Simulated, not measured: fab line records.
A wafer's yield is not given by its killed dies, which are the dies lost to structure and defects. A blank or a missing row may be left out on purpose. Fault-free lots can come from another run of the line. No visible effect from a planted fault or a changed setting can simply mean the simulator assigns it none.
Comparing a struck lot with a sound one + flow sfq-line + 24 out of 325 route steps
Sound: the wafers L961.3, L961.4, L961.5. Struck: wafers L970.2, L970.5, L970.6. Last of all comes the cause.
Per side, at each step with rows, come the tool, then ch with its chambers, and then its first start. Under that, the readings that differ: sound wafers + struck wafers + difference of the means + sigmas: that difference in standard deviations of wafers without a fault.
alike: words and numbers the same on both sides, and readings whose means are apart by under 2 such deviations; not compared: readings that were withheld, readings missing a value for some wafer, numbers with overlapping values and no deviation given by the record, and bounds like >300 which may hide the same value.
A row with sigmas, a row that says differs or no value, or rows on one side alone: a step with any of these is where the two part. Numbers that have no deviation but don't overlap get no sigmas and don't part them. A reading that every wafer of one side lacks parts them only if that side has two wafers or more.

first, 1 step without rows for these wafers: SFQ_TRILAYER_M3_STRIP_SOLV_CLEAN_080 (cleans in NMP, time 600 s).
SFQ_TRILAYER_I3_DEP_PECVD_081: deposits SiO2 from SiH4/N2O, time 111.11 s, target thk 500 nm.
  sound on pecvd-03 ch 1,2, day 37 02:11; struck on pecvd-02 ch 0,1,2, day 40 01:02
  alike: heater-power-w, throttle-valve-pct
SFQ_TRILAYER_I3_CMP_CMP_082: polishes SiO2.
  sound on cmp-02 ch 0,1, day 37 09:31; struck on cmp-02 ch 2,3, day 40 13:31
  alike: motor-current-A, time-to-endpoint-s
SFQ_I3_BOW_MEAS_922:
  struck on film-metro-02, day 40 16:02; sound on film-metro-03, day 37 12:04
  alike: I3_BOW
SFQ_TRILAYER_I3_METRO_MEASURE_083:
  struck on film-metro-02, day 40 16:20; sound on film-metro-03, day 37 12:32
  alike: thk-nm
then, 6 steps without rows for these wafers: SFQ_TRILAYER_I3_VIA_LITHO_COAT_090 (resist thk 62 nm); SFQ_TRILAYER_I3_VIA_LITHO_COAT_085 (resist thk 650 nm); SFQ_TRILAYER_I3_VIA_LITHO_SOFTBAKE_089; SFQ_TRILAYER_I3_VIA_LITHO_EXPOSE_086 (exposes mask I3, target cd 500 nm); SFQ_TRILAYER_I3_VIA_LITHO_PEB_088 (peb time 60 s); SFQ_TRILAYER_I3_VIA_LITHO_DEVELOP_087 (time 60 s).
SFQ_I3_OVL_MEAS_923:
  struck on overlay-02, day 40 19:41; sound on overlay-01, day 37 15:45
  alike: I3_OVL
SFQ_TRILAYER_I3_VIA_BARC_OPEN_VIA_ETCH_121: etches BARC in O2, target depth 125 nm, time 41.7 s.
  sound on rie-diel-01 ch 0,3, day 37 15:46; struck on rie-diel-01 ch 1,2,3, day 40 19:43
  no value came back on the struck wafers for bias-w (W), chamber-pressure-mTorr (mTorr), drypump-motor-current-A (A), oes-product-au (a.u.); on the sound wafers bias-w (W) reads 77.15 77.06 77.07
| reading                                                 | sound             | struck            | difference | sigmas |
|---------------------------------------------------------|-------------------|-------------------|------------|--------|
| model.KrF_of_TRILAYER_I3_VIA_LITHO_COAT_085.thk-nm (nm) | 571.2 574.3 571.6 | 624.5 624.2 626.9 | +52.8      |        |
  not compared: rf-hours-counter-h
SFQ_TRILAYER_I3_VIA_ETCH_VIA_ETCH_088: etches SiO2 in CHF3, stops on Nb, target depth 260 nm.
  sound on rie-diel-01 ch 0,3, day 37 15:49; struck on rie-diel-01 ch 1,2,3, day 40 19:44
| reading                                                 | sound             | struck            | difference | sigmas |
|---------------------------------------------------------|-------------------|-------------------|------------|--------|
| oes-product-au (a.u.)                                   | 0.850 0.861 0.845 | 0.374 0.378 0.372 | -0.477     | -95    |
| model.KrF_of_TRILAYER_I3_VIA_LITHO_COAT_085.thk-nm (nm) | 526.9 530.1 527   | 579.1 578.5 581.9 | +51.8      |        |
  alike: bias-w, chamber-pressure-mTorr, drypump-motor-current-A
SFQ_TRILAYER_I3_VIA_STRIP_STRIP_089: strips in O2.
  sound on rie-metal-03 ch 0,1, day 37 16:07; struck on rie-metal-02 ch 0, day 40 20:04
  alike: chamber-pressure-mTorr, drypump-motor-current-A, oes-product-au
  not compared: rf-hours-counter-h
then, 2 steps without rows for these wafers: SFQ_TRILAYER_I3_VIA_STRIP_SOLV_CLEAN_090 (cleans in NMP, time 600 s); SFQ_TRILAYER_M4_DEP_PRE_CLEAN_092 (time 22.5 s).
SFQ_TRILAYER_M4_DEP_SPUTTER_091: material Nb, target thk 200 nm, time 133.3 s.
  struck on pvd-sputter-03, day 40 21:17; sound on pvd-sputter-05, day 37 16:44
  alike: throttle-valve-pct
SFQ_M4_RS_MEAS_924: measurement is done with a four-point probe.
  struck on film-metro-02, day 40 21:23; sound on film-metro-04, day 37 16:52
  alike: M4_NB_RS
then, 3 steps without rows for these wafers: SFQ_TRILAYER_M4_LITHO_COAT_098 (resist thk 62 nm); SFQ_TRILAYER_M4_LITHO_COAT_093 (resist thk 600 nm); SFQ_TRILAYER_M4_LITHO_SOFTBAKE_097.
-- the record jumps here: 6 days lie between the struck wafers' starts before and after --
SFQ_TRILAYER_M4_LITHO_EXPOSE_094: exposes mask M4, target cd 500 nm.
  struck on krf-scanner-01, day 46 15:23; sound on krf-scanner-02 ch 0, day 37 18:14
  no value came back on the struck wafers for exposure-dose-mJ-cm2, focus-offset-nm (nm); on the sound wafers exposure-dose-mJ-cm2 reads 14.405 14.418 14.401
  alike: mask
then, 1 step without rows for these wafers: SFQ_TRILAYER_M4_LITHO_PEB_096 (peb time 60 s).

## WHERE THEY PART
Earliest at SFQ_TRILAYER_I3_VIA_BARC_OPEN_VIA_ETCH_121; latest, in this record, at SFQ_TRILAYER_M4_LITHO_EXPOSE_094.

WHY: what the simulator had put in
Step skipped in full: rie-diel-01, at SFQ_TRILAYER_I3_VIA_BARC_OPEN_VIA_ETCH_121, from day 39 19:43 onward. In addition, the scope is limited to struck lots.
